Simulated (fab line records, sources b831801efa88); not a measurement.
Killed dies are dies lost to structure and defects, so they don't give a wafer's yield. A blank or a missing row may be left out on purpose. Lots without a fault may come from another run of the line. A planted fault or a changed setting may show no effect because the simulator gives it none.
fab line records | flow gf180mcu
record lots=24 wafers=72 last_day=34
route steps=602 shown STI@13 NWELL@53 SALICIDE@286 V1@340 V5@558 PASSIVATION@598
lots that met no fault: from a run of the same line without faults
start_h: hours from the record's first day to the start of the lot's first wafer shown | wait_h: hours since the lot's step before | " the same as in the row above | L1.1+2: a row that stands for several wafers | - no value, or no start given | * or withheld: withheld | < > ~ a bound
route shown NAME@n: a module of which the file shows steps, and the number in the route of the first | usual: mean/standard deviation of fault-free wafers | same: alike in all rows | chamber/n: place in a boat | sites: the reading at each site | _std_site: their standard deviation | _edge_site: outer sites' mean less inner sites' | radius_mm: how far each site lies from the wafer's centre | mask NAME#n: copy n | behind: the tool/chamber that last shaped the wafer | hold: why the lot was held/for how many hours/how that ended | device: the transistor (n, p or np) that didn't switch | end of line: the same wafers' tests at the end of the route | a step without rows: its recipe alone | killed: dies lost to structure and defects at the first sort, not the wafer's yield | map: a wafer's dies, x killed, . not, _ none there
set.NAME: the setting as run; set.NAME@STEP: as run at that earlier step | model.NAME: the simulator's own value behind a step, which no gauge read
steps of the route over a sample of lots; a table a step, a row a wafer
services: from which hour (start_h, from the record's first day; less than 0 if before it) a tool's chamber was out of use, for how many hours, and why
## steps
# step GF_STI_CD_MEAS_12
# recipe target_cd_nm=220
# usual cd_nm=220.0/1.1
# columns lot.wafer tool chamber start_h wait_h cd_nm
L074.1 cd_sem-02 - 25.51 0.1 219.6
L074.3 " - " " 219.0
L074.6 " - " " 219.6
L075.2 cd_sem-02 - 31.02 0.1 220.0
L075.3 " - " " 219.3
L075.4 " - " " 219.1
L076.1 cd_sem-01 - 36.82 0.1 219.6
L076.3 " - " " 218.8
L076.5 " - " " 219.2
L077.1 cd_sem-01 - 41.61 0.1 221.6
L077.4 " - " " 221.3
L077.5 " - " " 222.0
L078.3 cd_sem-01 - 46.35 0.1 218.7
L078.4 " - " " 220.7
L078.5 " - " " 219.7
L079.1 cd_sem-01 - 50.86 0.1 220.2
L079.2 " - " " 220.7
L079.4 " - " " 219.5
L080.1 cd_sem-02 - 56.60 0.1 222.4
L080.4 " - " " 221.9
L080.5 " - " " 220.9
L081.1 cd_sem-01 - 61.51 0.1 220.1
L081.3 " - " " 219.5
L081.4 " - " " 218.9
L082.1 cd_sem-01 - 65.95 0.1 220.2
L082.4 " - " " 218.7
L082.5 " - " " 220.0
L083.3 cd_sem-01 - 71.15 0.1 219.4
L083.5 " - " " 220.5
L083.6 " - " " 219.7
L084.1 cd_sem-01 - 76.71 0.1 220.7
L084.3 " - " " 222.2
L084.4 " - " " 222.1
L085.1 cd_sem-01 - 81.97 0.1 220.1
L085.3 " - " " 220.9
L085.4 " - " " 221.0
L086.1 cd_sem-02 - 87.20 0.1 218.6
L086.3 " - " " 218.1
L086.6 " - " " 218.3
L087.1 cd_sem-01 - 92.71 0.1 220.8
L087.2 " - " " 219.1
L087.3 " - " " 219.7
L088.3 cd_sem-01 - 97.00 0.1 218.6
L088.4 " - " " 219.2
L088.5 " - " " 219.4
L089.1 cd_sem-01 - 102.95 0.1 218.8
L089.3 " - " " 217.2
L089.6 " - " " 218.3
L090.1 cd_sem-01 - 108.76 0.1 220.8
L090.2 " - " " 218.9
L090.6 " - " " 220.9
L091.1 cd_sem-02 - 112.30 0.1 220.4
L091.3 " - " " 220.4
L091.6 " - " " 219.0
L092.4 cd_sem-01 - 119.21 0.1 219.5
L092.5 " - " " 220.8
L092.6 " - " " 220.1
L093.2 cd_sem-02 - 124.62 0.1 219.5
L093.4 " - " " 219.2
L093.6 " - " " 218.8
L094.3 cd_sem-02 - 128.34 0.1 223.6
L094.4 " - " " 222.0
L094.5 " - " " 220.8
L095.1 cd_sem-01 - 133.95 0.1 219.7
L095.4 " - " " 220.4
L095.5 " - " " 219.9
L096.2 cd_sem-02 - 138.62 0.1 219.9
L096.3 " - " " 219.4
L096.6 " - " " 219.2
L097.1 cd_sem-01 - 143.75 0.1 220.1
L097.5 " - " " 220.7
L097.6 " - " " 220.7
# step GF_NWELL_TW_MEAS_11
# usual NWELL_TW=1566/19
# columns lot.wafer tool chamber start_h wait_h NWELL_TW
L074.1 film_metro-03 - 56.34 0.1 1572
L074.3 " - " " 1557
L074.6 " - " " 1567
L075.2 film_metro-04 - 61.00 0.1 1598
L075.3 " - " " 1587
L075.4 " - " " 1590
L076.1 film_metro-03 - 66.99 0.1 1561
L076.3 " - " " 1569
L076.5 " - " " 1563
L077.1 film_metro-01 - 71.34 0.1 1533
L077.4 " - " " 1534
L077.5 " - " " 1536
L078.3 film_metro-01 - 77.46 0.1 1550
L078.4 " - " " 1548
L078.5 " - " " 1544
L079.1 film_metro-03 - 81.74 0.1 1570
L079.2 " - " " 1566
L079.4 " - " " 1573
L080.1 film_metro-03 - 88.19 0.1 1563
L080.4 " - " " 1564
L080.5 " - " " 1565
L081.1 film_metro-04 - 93.14 0.1 1587
L081.3 " - " " 1593
L081.4 " - " " 1581
L082.1 film_metro-01 - 98.84 0.1 1541
L082.4 " - " " 1548
L082.5 " - " " 1544
L083.3 film_metro-04 - 103.92 0.1 1579
L083.5 " - " " 1585
L083.6 " - " " 1583
L084.1 film_metro-01 - 111.29 0.1 1540
L084.3 " - " " 1551
L084.4 " - " " 1551
L085.1 film_metro-01 - 116.14 0.1 1549
L085.3 " - " " 1544
L085.4 " - " " 1547
L086.1 film_metro-03 - 122.78 0.1 1572
L086.3 " - " " 1576
L086.6 " - " " 1571
L087.1 film_metro-04 - 128.29 0.1 1589
L087.2 " - " " 1581
L087.3 " - " " 1591
L088.3 film_metro-01 - 134.91 0.1 1555
L088.4 " - " " 1553
L088.5 " - " " 1539
L089.1 film_metro-03 - 140.04 0.1 1579
L089.3 " - " " 1586
L089.6 " - " " 1583
L090.1 film_metro-01 - 144.89 0.1 1525
L090.2 " - " " 1529
L090.6 " - " " 1532
L091.1 film_metro-04 - 148.99 0.1 1580
L091.3 " - " " 1580
L091.6 " - " " 1581
L092.4 film_metro-03 - 155.82 0.1 1575
L092.5 " - " " 1575
L092.6 " - " " 1566
L093.2 film_metro-03 - 161.16 0.1 1575
L093.4 " - " " 1568
L093.6 " - " " 1566
L094.3 film_metro-03 - 164.42 0.1 1579
L094.4 " - " " 1576
L094.5 " - " " 1571
L095.1 film_metro-01 - 170.39 0.1 1534
L095.4 " - " " 1543
L095.5 " - " " 1543
L096.2 film_metro-04 - 176.16 0.1 1589
L096.3 " - " " 1588
L096.6 " - " " 1593
L097.1 film_metro-04 - 181.24 0.1 1590
L097.5 " - " " 1600
L097.6 " - " " 1598
# step GF_SALICIDE_RTA_08
# recipe temp_c=800 time_s=30 ambient=N2
# usual lamp_power_pct=15.4/0.33 wafer_temp_C_max=804.7/1.3
# columns lot.wafer tool chamber start_h wait_h lamp_power_pct wafer_temp_C_max
L074.1 rtp_anneal-02 0 336.78 0.0 15.7 803.6
L074.3 " 0 " " 15.7 803.2
L074.6 " 0 " " 15.7 804.3
L075.2 rtp_anneal-02 0 343.50 0.0 15.7 804.7
L075.3 " 0 " " 15.7 803.6
L075.4 " 0 " " 15.7 803.6
L076.1 rtp_anneal-02 0 350.82 0.0 15.7 804.3
L076.3 " 0 " " 15.7 804.9
L076.5 " 0 " " 15.7 805.0
L077.1 rtp_anneal-01 0 365.02 0.0 15.0 804.7
L077.4 " 0 " " 15.0 805.7
L077.5 " 0 " " 15.0 806.4
L078.3 rtp_anneal-01 0 372.50 0.1 15.0 806.1
L078.4 " 0 " " 15.0 807.4
L078.5 " 0 " " 15.0 804.4
L079.1 rtp_anneal-02 0 379.27 0.0 15.7 802.8
L079.2 " 0 " " 15.7 804.1
L079.4 " 0 " " 15.7 802.7
L080.1 rtp_anneal-01 0 390.73 0.0 15.0 805.8
L080.4 " 0 " " 15.0 805.1
L080.5 " 0 " " 15.0 805.1
L081.1 rtp_anneal-02 0 400.62 0.0 15.7 803.5
L081.3 " 0 " " 15.7 805.0
L081.4 " 0 " " 15.7 804.1
L082.1 rtp_anneal-02 0 412.13 0.0 15.7 804.5
L082.4 " 0 " " 15.7 805.4
L082.5 " 0 " " 15.7 804.4
L083.3 rtp_anneal-02 0 418.42 0.0 15.7 805.3
L083.5 " 0 " " 15.7 803.8
L083.6 " 0 " " 15.7 804.4
L084.1 rtp_anneal-02 0 431.25 0.0 15.7 803.0
L084.3 " 0 " " 15.7 804.3
L084.4 " 0 " " 15.7 806.3
L085.1 rtp_anneal-02 0 437.38 0.0 15.7 805.0
L085.3 " 0 " " 15.7 804.2
L085.4 " 0 " " 15.7 803.4
L086.1 rtp_anneal-02 0 448.39 0.0 15.7 803.9
L086.3 " 0 " " 15.7 805.9
L086.6 " 0 " " 15.7 802.3
L087.1 rtp_anneal-01 0 458.46 0.0 15.0 803.9
L087.2 " 0 " " 15.0 805.8
L087.3 " 0 " " 15.0 805.3
L088.3 rtp_anneal-02 0 465.22 0.0 15.7 803.7
L088.4 " 0 " " 15.7 802.5
L088.5 " 0 " " 15.7 803.9
L089.1 rtp_anneal-02 0 468.44 0.0 15.7 804.1
L089.3 " 0 " " 15.7 802.4
L089.6 " 0 " " 15.7 804.3
L090.1 rtp_anneal-02 0 478.75 0.0 15.7 803.2
L090.2 " 0 " " 15.7 802.7
L090.6 " 0 " " 15.7 804.0
L091.1 rtp_anneal-02 0 489.14 0.0 15.7 804.0
L091.3 " 0 " " 15.7 805.0
L091.6 " 0 " " 15.7 804.3
L092.4 rtp_anneal-01 0 497.70 0.1 15.0 806.8
L092.5 " 0 " " 15.0 807.0
L092.6 " 0 " " 15.0 807.4
L093.2 rtp_anneal-01 0 501.40 0.0 15.0 805.0
L093.4 " 0 " " 15.0 806.2
L093.6 " 0 " " 15.0 805.1
L094.3 rtp_anneal-01 0 508.41 0.0 15.0 807.2
L094.4 " 0 " " 15.0 807.5
L094.5 " 0 " " 15.1 806.7
L095.1 rtp_anneal-01 0 518.31 0.0 15.0 806.8
L095.4 " 0 " " 15.1 806.0
L095.5 " 0 " " 15.1 804.8
L096.2 rtp_anneal-01 0 526.04 0.0 15.0 807.0
L096.3 " 0 " " 15.0 804.3
L096.6 " 0 " " 15.0 805.1
L097.1 rtp_anneal-01 0 533.98 0.0 15.0 805.3
L097.5 " 0 " " 15.0 805.8
L097.6 " 0 " " 15.0 804.9
# step GF_V1_BOW_MEAS_05
# recipe mode=bow
# usual V1_BOW=84/7
# columns lot.wafer tool chamber start_h wait_h V1_BOW[um]
L074.1 film_metro-04 - 383.99 0.2 94
L074.3 " - " " 92
L074.6 " - " " 92
L075.2 film_metro-02 - 390.75 0.2 76
L075.3 " - " " 79
L075.4 " - " " 81
L076.1 film_metro-04 - 399.36 0.1 82
L076.3 " - " " 80
L076.5 " - " " 101
L077.1 film_metro-04 - 415.01 0.1 86
L077.4 " - " " 82
L077.5 " - " " 80
L078.3 film_metro-02 - 422.62 0.3 89
L078.4 " - " " 90
L078.5 " - " " 86
L079.1 film_metro-04 - 429.71 0.1 82
L079.2 " - " " 77
L079.4 " - " " 76
L080.1 film_metro-04 - 441.05 0.1 74
L080.4 " - " " 76
L080.5 " - " " 84
L081.1 film_metro-02 - 450.84 0.1 83
L081.3 " - " " 96
L081.4 " - " " 78
L082.1 film_metro-04 - 462.71 0.2 85
L082.4 " - " " 83
L082.5 " - " " 88
L083.3 film_metro-02 - 468.65 0.2 79
L083.5 " - " " 82
L083.6 " - " " 88
L084.1 film_metro-01 - 482.66 0.1 93
L084.3 " - " " 92
L084.4 " - " " 85
L085.1 film_metro-04 - 488.72 0.2 75
L085.3 " - " " 75
L085.4 " - " " 68
L086.1 film_metro-02 - 499.45 0.1 92
L086.3 " - " " 87
L086.6 " - " " 91
L087.1 film_metro-02 - 510.26 0.2 82
L087.2 " - " " 92
L087.3 " - " " 90
L088.3 film_metro-02 - 516.70 0.2 78
L088.4 " - " " 78
L088.5 " - " " 70
L089.1 film_metro-04 - 519.41 0.2 87
L089.3 " - " " 78
L089.6 " - " " 96
L090.1 film_metro-01 - 529.12 0.2 86
L090.2 " - " " 76
L090.6 " - " " 82
L091.1 film_metro-02 - 538.91 0.1 90
L091.3 " - " " 87
L091.6 " - " " 84
L092.4 film_metro-04 - 547.55 0.2 79
L092.5 " - " " 88
L092.6 " - " " 89
L093.2 film_metro-04 - 552.21 0.2 87
L093.4 " - " " 85
L093.6 " - " " 85
L094.3 film_metro-01 - 558.26 0.2 83
L094.4 " - " " 77
L094.5 " - " " 70
L095.1 film_metro-04 - 566.67 0.2 92
L095.4 " - " " 78
L095.5 " - " " 86
L096.2 film_metro-04 - 574.94 0.4 84
L096.3 " - " " 85
L096.6 " - " " 86
L097.1 film_metro-01 - 582.53 0.1 95
L097.5 " - " " 99
L097.6 " - " " 81
# step GF_V5_STRIP_18
# recipe chemistry=O2/N2 power_w=1400 pressure_mtorr=1500 platen_temp_c=250 o2_flow_sccm=3000 n2_flow_sccm=300 overash_fraction=0.5
# usual drypump_motor_current_A=5.8/0.35 heater_power_w=332/20 oes_product_au=0.570/0.0048
# columns lot.wafer tool chamber start_h wait_h drypump_motor_current_A heater_power_w oes_product_au rf_hours_counter_h
L074.1 plasma_asher-03 0 624.22 - 5.7 317 0.572 23
L074.3 " 0 " " 5.7 340 0.567 -
L074.6 " 1 " " 5.1 353 0.569 -
L075.2 plasma_asher-02 0 629.51 - 6.3 299 0.562 56
L075.3 " 1 " " 5.7 333 0.568 -
L075.4 " 0 " " 6.2 299 0.570 -
L076.1 plasma_asher-02 1 637.17 - 5.7 328 0.564 57
L076.3 " 0 " " 6.2 292 0.572 -
L076.5 " 0 " " 6.3 304 0.571 -
L077.1 plasma_asher-02 0 649.76 - 6.3 302 0.573 58
L077.4 " 1 " " 5.7 320 0.572 -
L077.5 " 0 " " 6.3 304 0.564 -
L078.3 plasma_asher-02 1 658.10 - 5.7 324 0.568 -
L078.4 " 0 " " 6.3 295 0.562 -
L078.5 " 1 " " 5.7 318 0.569 -
L079.1 plasma_asher-03 0 663.75 - 5.8 317 0.563 27
L079.2 " 1 " " 5.1 355 0.567 27
L079.4 " 1 " " 5.1 359 0.574 -
L080.1 plasma_asher-01 1 674.25 - 5.3 339 0.569 93
L080.4 " 0 " " 6.0 356 0.567 -
L080.5 " 0 " " 6.0 360 0.577 -
L081.1 plasma_asher-03 1 681.01 - 5.1 358 0.566 29
L081.3 " 1 " " 5.2 353 0.564 -
L081.4 " 0 " " 5.7 323 0.562 -
L082.1 plasma_asher-01 1 688.76 - 5.3 342 0.565 94
L082.4 " 1 " " 5.4 341 0.568 -
L082.5 " 0 " " 6.0 361 0.570 -
L083.3 plasma_asher-02 0 697.31 - 6.2 306 0.567 -
L083.5 " 0 " " 6.2 301 0.578 -
L083.6 " 1 " " 5.7 327 0.571 -
L084.1 plasma_asher-02 1 705.86 - 5.7 321 0.571 64
L084.3 " 0 " " 6.2 299 0.567 -
L084.4 " 1 " " 5.7 332 0.573 -
L085.1 plasma_asher-01 0 709.21 - 6.0 359 0.562 96
L085.3 " 0 " " 6.0 347 0.566 -
L085.4 " 1 " " 5.4 335 0.562 -
L086.1 plasma_asher-01 1 719.75 - 5.4 336 0.564 97
L086.3 " 0 " " 6.0 349 0.570 -
L086.6 " 1 " " 5.4 342 0.572 -
L087.1 plasma_asher-02 1 726.96 - 5.7 334 0.579 66
L087.2 " 0 " " 6.3 291 0.579 66
L087.3 " 0 " " 6.2 298 0.565 -
L088.3 plasma_asher-01 1 730.10 - 5.4 335 0.567 -
L088.4 " 0 " " 6.0 356 0.568 -
L088.5 " 0 " " 6.0 354 0.572 -
L089.1 plasma_asher-01 1 735.50 - 5.4 335 0.581 99
L089.3 " 0 " " 6.0 352 0.571 -
L089.6 " 0 " " 6.0 346 0.572 -
L090.1 plasma_asher-02 0 750.16 - 6.3 297 0.576 67
L090.2 " 1 " " 5.8 326 0.578 67
L090.6 " 1 " " 5.7 332 0.569 -
L092.4 plasma_asher-02 0 756.83 - 6.3 303 0.578 -
L092.5 " 0 " " 6.2 300 0.567 -
L092.6 " 1 " " 5.8 331 0.573 -
L091.1 plasma_asher-01 0 758.40 - 6.0 349 0.571 103
L091.3 " 1 " " 5.4 338 0.565 -
L091.6 " 1 " " 5.3 353 0.574 -
L093.2 plasma_asher-01 0 760.41 - 6.0 345 0.571 103
L093.4 " 0 " " 6.0 356 0.574 -
L093.6 " 1 " " 5.4 340 0.563 -
L094.3 plasma_asher-01 1 763.34 - 5.4 342 0.569 -
L094.4 " 0 " " 6.0 359 0.565 -
L094.5 " 0 " " 6.0 345 0.568 -
L095.1 plasma_asher-02 1 771.20 - 5.7 319 0.572 70
L095.4 " 0 " " 6.3 301 0.571 -
L095.5 " 1 " " 5.7 326 0.574 -
L096.2 plasma_asher-01 1 775.20 - 5.4 348 0.575 104
L096.3 " 1 " " 5.3 342 0.563 -
L096.6 " 0 " " 6.0 352 0.572 -
L097.1 plasma_asher-01 0 779.90 - 6.0 350 0.576 105
L097.5 " 1 " " 5.3 344 0.568 -
L097.6 " 0 " " 6.0 362 0.571 -
# step GF_PASSIVATION_ETCH_11
# recipe chemistry=CF4/O2 target_depth_nm=2040 stop_on=TiN source_w=800 bias_w=150 pressure_mtorr=150 cf4_flow_sccm=80 O2_flow_sccm=10 time_s=453.3
# usual drypump_motor_current_A=5.7/0.4 oes_product_au=0.987/0.0066 throttle_valve_pct=5.968/0.0083
# columns lot.wafer tool chamber start_h wait_h drypump_motor_current_A oes_product_au rf_hours_counter_h throttle_valve_pct
L074.1 rie_diel-01 3 664.81 - 5.8 0.985 16 5.969
L074.3 " 1 " " 5.8 0.987 5 5.972
L074.6 " 2 " " 5.8 0.998 - 5.970
L075.2 rie_diel-02 2 671.70 - 5.1 0.982 30 5.973
L075.3 " 3 " " 6.1 0.988 17 5.967
L075.4 " 3 " " 6.1 0.992 - 5.964
L076.1 rie_diel-02 1 678.35 - 6.1 0.990 29 5.958
L076.3 " 2 " " 5.1 0.985 30 5.973
L076.5 " 2 " " 5.1 0.984 - 5.964
L077.1 rie_diel-02 3 689.41 - 6.1 0.988 18 5.976
L077.4 " 2 " " 5.1 0.984 - 5.960
L077.5 " 1 " " 6.2 0.989 - 5.972
L078.3 rie_diel-01 1 698.50 - 5.8 0.978 7 5.957
L078.4 " 0 " " 6.6 0.973 52 5.967
L078.5 " 1 " " 5.8 0.987 - 5.975
L079.1 rie_diel-04 2 703.60 - 5.7 0.992 2 5.960
L079.2 " 1 " " 5.2 0.988 20 5.969
L079.4 " 3 " " 5.8 1.001 22 5.965
L080.1 rie_diel-02 3 713.71 - 6.1 0.995 19 5.978
L080.4 " 2 " " 5.1 0.992 - 5.972
L080.5 " 1 " " 6.2 0.979 - 5.955
L081.1 rie_diel-04 3 719.85 - 5.8 0.984 23 5.982
L081.3 " 0 " " 5.6 0.989 14 5.962
L081.4 " 2 " " 5.8 0.993 3 5.974
L082.1 rie_diel-04 3 727.26 - 5.8 0.987 23 5.975
L082.4 " 2 " " 5.7 0.992 3 5.954
L082.5 " 1 " " 5.2 0.989 - 5.978
L083.3 rie_diel-01 3 735.80 - 5.7 0.979 18 5.970
L083.5 " 3 " " 5.7 0.985 - 5.963
L083.6 " 1 " " 5.8 0.982 - 5.961
L084.1 rie_diel-02 3 743.35 - 6.1 0.997 21 5.972
L084.3 " 1 " " 6.2 0.994 33 5.968
L084.4 " 2 " " 5.1 0.989 - 5.981
L085.1 rie_diel-04 1 746.46 - 5.2 0.976 21 5.973
L085.3 " 2 " " 5.7 0.995 4 5.966
L085.4 " 0 " " 5.6 0.982 15 5.972
L086.1 rie_diel-01 2 755.95 - 5.8 0.981 12 5.978
L086.3 " 3 " " 5.8 0.985 19 5.964
L086.6 " 0 " " 6.6 0.979 - 5.959
L087.1 rie_diel-04 3 763.70 - 5.8 0.995 25 5.977
L087.2 " 1 " " 5.2 0.987 22 5.953
L087.3 " 0 " " 5.6 0.985 16 5.979
L088.3 rie_diel-04 3 765.60 - 5.8 0.996 25 5.964
L088.4 " 2 " " 5.7 0.996 5 5.964
L088.5 " 3 " " 5.8 0.999 - 5.975
L089.1 rie_diel-02 1 770.90 - 6.2 0.994 35 5.964
L089.3 " 0 " " 5.2 0.977 23 5.957
L089.6 " 0 " " 5.2 0.998 - 5.963
L090.1 rie_diel-02 2 784.20 - 5.1 0.989 37 5.975
L090.2 " 3 " " 6.1 0.988 24 5.963
L090.6 " 3 " " 6.1 0.996 - 5.969
L092.4 rie_diel-01 0 792.00 - 6.6 0.982 2 5.970
L092.5 " 1 " " 5.8 0.986 - 5.969
L092.6 " 0 " " 6.6 0.980 - 5.961
L091.1 rie_diel-02 3 793.10 - 6.1 0.998 25 5.962
L091.3 " 1 " " 6.2 0.996 37 5.968
L091.6 " 3 " " 6.1 0.986 - 5.973
L093.2 rie_diel-02 3 795.00 - 6.1 0.986 25 5.973
L093.4 " 0 " " 5.3 0.986 25 5.960
L093.6 " 0 " " 5.2 0.978 - 5.948
L094.3 rie_diel-04 3 796.80 - 5.8 0.986 25 5.973
L094.4 " 2 " " 5.7 0.995 5 5.969
L094.5 " 1 " " 5.2 0.981 - 5.978
L095.1 rie_diel-01 0 804.45 - 6.6 0.990 3 5.971
L095.4 " 2 " " 5.8 0.982 15 5.966
L095.5 " 2 " " 5.8 0.993 - 5.962
L096.2 rie_diel-04 1 807.85 - 5.2 0.986 23 5.974
L096.3 " 3 " " 5.8 0.995 26 5.977
L096.6 " 0 " " 5.5 0.976 - 5.967
L097.1 rie_diel-04 2 812.65 - 5.8 0.990 6 5.970
L097.5 " 1 " " 5.2 0.985 - 5.967
L097.6 " 2 " " 5.7 0.999 - 5.969
## services
# columns tool chamber start_h hours kind
rie_diel-04 1 313.86 9.5 repair
rie_diel-04 3 365.00 3.1 repair
rie_diel-02 - 377.35 0.5 repair
plasma_asher-01 - 382.00 28.1 pm
rie_diel-02 1 388.37 7.0 repair
plasma_asher-02 - 388.96 2.8 pm
rie_diel-04 2 390.49 2.2 repair
rie_diel-04 1 392.21 17.2 repair
rtp_anneal-01 - 401.30 56.5 pm
rie_diel-02 0 412.95 2.4 repair
plasma_asher-02 - 453.25 3.8 repair
rie_diel-04 1 500.89 5.8 repair
rie_diel-04 3 511.30 2.0 repair
rie_diel-04 3 531.24 3.4 repair
rtp_anneal-02 - 546.38 7.2 pm
rie_diel-02 - 553.91 2.8 pm
rie_diel-04 - 564.83 15.6 pm
plasma_asher-02 - 600.52 2.6 repair
rie_diel-04 1 616.56 6.0 repair
rie_diel-02 1 652.80 11.8 repair
rie_diel-02 0 663.70 87.1 repair
rtp_anneal-01 - 670.81 4.1 pm
plasma_asher-02 - 734.08 10.8 repair
plasma_asher-01 - 751.18 2.6 repair
## key
fault none
